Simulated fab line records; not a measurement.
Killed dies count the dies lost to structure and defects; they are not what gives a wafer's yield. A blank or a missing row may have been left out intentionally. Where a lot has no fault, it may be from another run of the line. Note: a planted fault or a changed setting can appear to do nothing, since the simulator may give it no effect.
Which tool is to blame? | flow gf180mcu | 18 wafers from 6 lots sampled at 3 of the route's 602 steps

## WHAT EACH GAUGE READ, for each wafer
GF_HV_LDD_CD_MEAS_31: target cd 400 nm.
lot  | measured     | on        | cd-nm (nm)
L359 | day 12 18:28 | cd-sem-01 | 399.4 401.6 397.5
L362 | day 13 20:34 | cd-sem-01 | 399.3 399.1 400.1
L367 | day 15 16:25 | cd-sem-02 | 393.9 394.4 393.3
L373 | day 17 12:19 | cd-sem-02 | 404.0 404.2 402.2
L375 | day 18 01:26 | cd-sem-01 | 400.5 401.5 401.9
L378 | day 19 00:21 | cd-sem-02 | 396.2 395.4 396.4

## EACH LOT AND THE TOOL THAT RAN IT (in order: tool; ch and the chambers of the sampled wafers; start)
lot  | GF_VT_IMPLANT_STRIP_20               | GF_VT_IMPLANT_RTA_45
L359 | plasma-asher-03 ch 0,1, day 7 06:53  | rtp-anneal-01 ch 0, day 8 15:45
L362 | plasma-asher-04 ch 0,1, day 8 01:53  | rtp-anneal-01 ch 0, day 9 11:35
L367 | plasma-asher-03 ch 0,1, day 9 13:30  | rtp-anneal-02 ch 0, day 11 01:52
L373 | plasma-asher-02 ch 0,1, day 11 01:20 | rtp-anneal-02 ch 0, day 12 15:57
L375 | plasma-asher-04 ch 0,1, day 11 15:11 | rtp-anneal-01 ch 0, day 13 06:17
L378 | plasma-asher-02 ch 0,1, day 12 08:16 | rtp-anneal-02 ch 0, day 13 23:55
- GF_VT_IMPLANT_STRIP_20: strips in O2/N2.
- GF_VT_IMPLANT_RTA_45: time 30 s.

## THE ANSWER, worked out from the rows above alone
Rule: usual is defined by the lots themselves. The widest of any qualifying gaps counts: lots, ordered by their means at a reading, are off when they make up no more than a third of the lots, leave a main group of 4 or more, and stand apart from it by 3 or more times the standard deviation of that group's means. A main group whose means are all the same, to the digits that the tables above print for the reading, isn't used. Also off: a lot with no number at a reading for which 4 or more lots have one. All remaining lots with rows at the step are treated as sound.
None of the lots is off at any reading shown; this tells nothing.

## WHAT WAS PUT IN BY THE SIMULATOR
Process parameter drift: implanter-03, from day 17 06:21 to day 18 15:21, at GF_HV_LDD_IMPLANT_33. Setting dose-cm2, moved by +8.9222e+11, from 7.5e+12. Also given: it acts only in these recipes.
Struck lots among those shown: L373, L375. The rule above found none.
